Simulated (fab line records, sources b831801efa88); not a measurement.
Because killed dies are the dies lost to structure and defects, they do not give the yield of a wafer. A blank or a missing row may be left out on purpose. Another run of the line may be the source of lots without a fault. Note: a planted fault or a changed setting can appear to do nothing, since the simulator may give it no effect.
What tool caused it? :: flow gf180mcu :: Sampling: 24 lots, 72 wafers, 3 of 602 route steps

== WHAT EACH GAUGE READ, for each wafer ==
GF_V1_CD_MEAS_14: target cd 260 nm. Usual: cd_nm 260.1 nm, standard deviation 1.2.
lot: L074
measured: day 18 12:16
on: cd_sem-02
cd_nm (nm): 258.2 258.5 259.2
flag: 

lot: L075
measured: day 18 16:49
on: cd_sem-02
cd_nm (nm): 259.4 259.8 259.8
flag: 

lot: L077
measured: day 19 01:41
on: cd_sem-02
cd_nm (nm): 259.8 259.1 259.7
flag: 

lot: L076
measured: day 19 05:14
on: cd_sem-02
cd_nm (nm): 261.4 261.6 261.3
flag: 

lot: L078
measured: day 19 18:57
on: cd_sem-01
cd_nm (nm): 258.4 259.1 259.4
flag: 

lot: L079
measured: day 20 02:23
on: cd_sem-01
cd_nm (nm): 260.4 261.5 259.3
flag: 

lot: L080
measured: day 20 14:24
on: cd_sem-02
cd_nm (nm): 259.2 259.3 259.3
flag: 

lot: L081
measured: day 20 20:20
on: cd_sem-01
cd_nm (nm): 259.1 259.8 258.8
flag: 

lot: L082
measured: day 21 11:37
on: cd_sem-02
cd_nm (nm): 261.4 260.4 261.5
flag: 

lot: L083
measured: day 21 19:42
on: cd_sem-01
cd_nm (nm): 258.8 260.3 259.8
flag: 

lot: L084
measured: day 21 23:57
on: cd_sem-01
cd_nm (nm): 260.2 259.7 259.4
flag: 

lot: L085
measured: day 22 11:12
on: cd_sem-02
cd_nm (nm): 261.4 261.0 259.4
flag: 

lot: L086
measured: day 22 19:48
on: cd_sem-01
cd_nm (nm): 260.1 260.4 259.0
flag: 

lot: L087
measured: day 23 06:41
on: cd_sem-01
cd_nm (nm): 261.4 261.2 260.3
flag: 

lot: L089
measured: day 23 22:49
on: cd_sem-02
cd_nm (nm): 259.7 261.7 261.7
flag: 

lot: L088
measured: day 23 23:31
on: cd_sem-02
cd_nm (nm): 262.6 262.0 261.6
flag: 

lot: L091
measured: day 24 13:19
on: cd_sem-02
cd_nm (nm): 260.6 260.1 259.5
flag: 

lot: L090
measured: day 24 14:41
on: cd_sem-01
cd_nm (nm): 257.7 257.2 256.7
flag: 

lot: L092
measured: day 25 00:47
on: cd_sem-01
cd_nm (nm): 260.1 259.9 258.5
flag: 

lot: L093
measured: day 25 10:16
on: cd_sem-02
cd_nm (nm): 259.4 260.9 260.6
flag: 

lot: L095
measured: day 25 11:39
on: cd_sem-01
cd_nm (nm): 260.9 261.6 261.1
flag: 

lot: L094
measured: day 25 14:06
on: cd_sem-01
cd_nm (nm): 259.2 259.4 259.6
flag: 

lot: L096
measured: day 26 01:29
on: cd_sem-01
cd_nm (nm): 258.6 260.6 260.5
flag: 

lot: L097
measured: day 26 09:58
on: cd_sem-02
cd_nm (nm): 261.1 262.9 260.3
flag: 

GF_M4_RS_MEAS_05: uses a four-point probe to measure. Usual: M4_ALCU_RS 0.0693 ohm/sq, standard deviation 0.0008.
lot: L074
measured: day 22 19:43
on: film_metro-03
M4_ALCU_RS (ohm/sq): 0.0683 0.0697 0.0699
flag: 

lot: L075
measured: day 23 06:25
on: film_metro-03
M4_ALCU_RS (ohm/sq): 0.0707 0.0703 0.0697
flag: 

lot: L077
measured: day 23 08:17
on: film_metro-01
M4_ALCU_RS (ohm/sq): 0.0687 0.0692 0.0697
flag: 

lot: L076
measured: day 23 11:55
on: film_metro-01
M4_ALCU_RS (ohm/sq): 0.0696 0.0692 0.0690
flag: 

lot: L078
measured: day 24 00:53
on: film_metro-04
M4_ALCU_RS (ohm/sq): 0.0699 0.0697 0.0691
flag: 

lot: L079
measured: day 24 05:40
on: film_metro-03
M4_ALCU_RS (ohm/sq): 0.0680 0.0693 0.0682
flag: 

lot: L080
measured: day 24 18:58
on: film_metro-03
M4_ALCU_RS (ohm/sq): 0.0685 0.0677 0.0689
flag: 

lot: L081
measured: day 24 23:07
on: film_metro-03
M4_ALCU_RS (ohm/sq): 0.0708 0.0702 0.0701
flag: 

lot: L082
measured: day 25 14:11
on: film_metro-03
M4_ALCU_RS (ohm/sq): 0.0692 0.0699 0.0696
flag: 

lot: L083
measured: day 25 21:41
on: film_metro-03
M4_ALCU_RS (ohm/sq): 0.0706 0.0698 0.0694
flag: 

lot: L084
measured: day 26 02:56
on: film_metro-01
M4_ALCU_RS (ohm/sq): 0.0700 0.0692 0.0702
flag: 

lot: L085
measured: day 26 12:01
on: film_metro-04
M4_ALCU_RS (ohm/sq): 0.0699 0.0691 0.0698
flag: 

lot: L086
measured: day 26 18:44
on: film_metro-03
M4_ALCU_RS (ohm/sq): 0.0691 0.0699 0.0698
flag: 

lot: L087
measured: day 27 05:37
on: film_metro-01
M4_ALCU_RS (ohm/sq): 0.0707 0.0693 0.0707
flag: 

lot: L089
measured: day 27 19:31
on: film_metro-03
M4_ALCU_RS (ohm/sq): 0.0685 0.0688 0.0692
flag: 

lot: L088
measured: day 27 20:53
on: film_metro-03
M4_ALCU_RS (ohm/sq): 0.0688 0.0692 0.0682
flag: 

lot: L091
measured: day 28 08:42
on: film_metro-01
M4_ALCU_RS (ohm/sq): 0.0685 0.0692 0.0689
flag: 

lot: L090
measured: day 28 10:32
on: film_metro-03
M4_ALCU_RS (ohm/sq): 0.0687 0.0693 0.0682
flag: 

lot: L092
measured: day 28 19:52
on: film_metro-03
M4_ALCU_RS (ohm/sq): 0.0686 0.0669 0.0681
flag: 

lot: L093
measured: day 29 03:17
on: film_metro-04
M4_ALCU_RS (ohm/sq): 0.0683 0.0696 0.0687
flag: 

lot: L095
measured: day 29 06:14
on: film_metro-01
M4_ALCU_RS (ohm/sq): 0.0675 0.0674 0.0687
flag: 

lot: L094
measured: day 29 07:06
on: film_metro-04
M4_ALCU_RS (ohm/sq): 0.0702 0.0699 0.0698
flag: 

lot: L096
measured: day 29 17:10
on: film_metro-03
M4_ALCU_RS (ohm/sq): 0.0689 0.0699 0.0695
flag: 

lot: L097
measured: day 30 00:53
on: film_metro-03
M4_ALCU_RS (ohm/sq): 0.0699 0.0700 0.0699
flag: 

GF_M4_CD_MEAS_14: target cd 280 nm. Usual: cd_nm 280.1 nm, standard deviation 1.2.
lot: L074
measured: day 23 18:09
on: cd_sem-02
cd_nm (nm): 278.1 278.0 278.3
flag: 

lot: L075
measured: day 24 04:46
on: cd_sem-01
cd_nm (nm): 277.7 278.4 278.3
flag: 

lot: L077
measured: day 24 06:31
on: cd_sem-01
cd_nm (nm): 278.3 278.0 278.7
flag: 

lot: L076
measured: day 24 10:40
on: cd_sem-02
cd_nm (nm): 281.4 278.2 279.6
flag: 

lot: L078
measured: day 24 22:39
on: cd_sem-01
cd_nm (nm): 282.7 282.3 281.2
flag: 

lot: L079
measured: day 25 04:05
on: cd_sem-01
cd_nm (nm): 279.8 280.8 280.3
flag: 

lot: L080
measured: day 25 17:03
on: cd_sem-01
cd_nm (nm): 281.8 280.5 280.6
flag: 

lot: L081
measured: day 25 20:20
on: cd_sem-02
cd_nm (nm): 280.5 282.1 280.6
flag: 

lot: L082
measured: day 26 11:16
on: cd_sem-02
cd_nm (nm): 278.9 279.0 279.0
flag: 

lot: L083
measured: day 26 18:37
on: cd_sem-02
cd_nm (nm): 281.0 279.8 279.3
flag: 

lot: L084
measured: day 27 00:00
on: cd_sem-02
cd_nm (nm): 279.7 279.5 278.4
flag: 

lot: L085
measured: day 27 08:26
on: cd_sem-01
cd_nm (nm): 279.4 279.3 279.2
flag: 

lot: L086
measured: day 27 15:08
on: cd_sem-01
cd_nm (nm): 281.8 281.7 281.4
flag: 

lot: L087
measured: day 28 02:02
on: cd_sem-02
cd_nm (nm): 281.8 282.1 281.0
flag: 

lot: L089
measured: day 28 14:49
on: cd_sem-02
cd_nm (nm): 279.4 280.7 280.4
flag: 

lot: L088
measured: day 28 16:34
on: cd_sem-02
cd_nm (nm): 280.7 281.5 280.7
flag: 

lot: L091
measured: day 29 04:16
on: cd_sem-01
cd_nm (nm): 279.5 280.5 281.4
flag: 

lot: L090
measured: day 29 05:45
on: cd_sem-01
cd_nm (nm): 281.0 279.2 280.7
flag: 

lot: L092
measured: day 29 15:05
on: cd_sem-02
cd_nm (nm): 282.1 281.2 281.3
flag: 

lot: L093
measured: day 29 21:49
on: cd_sem-01
cd_nm (nm): 279.8 281.2 280.0
flag: 

lot: L095
measured: day 30 00:53
on: cd_sem-01
cd_nm (nm): 280.2 279.3 278.3
flag: 

lot: L094
measured: day 30 02:23
on: cd_sem-02
cd_nm (nm): 279.7 279.7 280.4
flag: 

lot: L096
measured: day 30 11:21
on: cd_sem-02
cd_nm (nm): 282.0 281.1 280.7
flag: 

lot: L097
measured: day 30 18:55
on: cd_sem-02
cd_nm (nm): 279.6 279.5 279.7
flag: 

== EACH LOT AND THE TOOL THAT RAN IT (in order: tool; ch and the chambers of the sampled wafers; start) ==
The record shows no process step preceding these readings.

== WHAT THE TOOLS THEMSELVES READ (means of the sampled wafers that have a number; where no wafer has one, the mark that the record gives instead) ==
The record holds no such reading with a usual standard deviation.

== THE ANSWER, worked out from the rows above alone ==
Rule: a lot is off if the mean of its wafers that have a number lies more than 3 standard deviations from the usual mean. Also off: a lot with no number at a reading for which 4 or more lots have one. Any other lot the step has rows for is counted as sound. After the gauges, taken in route order, come the tools' own readings; for these a lot's mean is taken, as printed above. At the first step where some lot is off, the reading lying furthest off is the one used; lots without a number count as furthest.
No lot is off at any reading shown: from this, nothing can be told.

== WHAT THE SIMULATOR PUT IN ==
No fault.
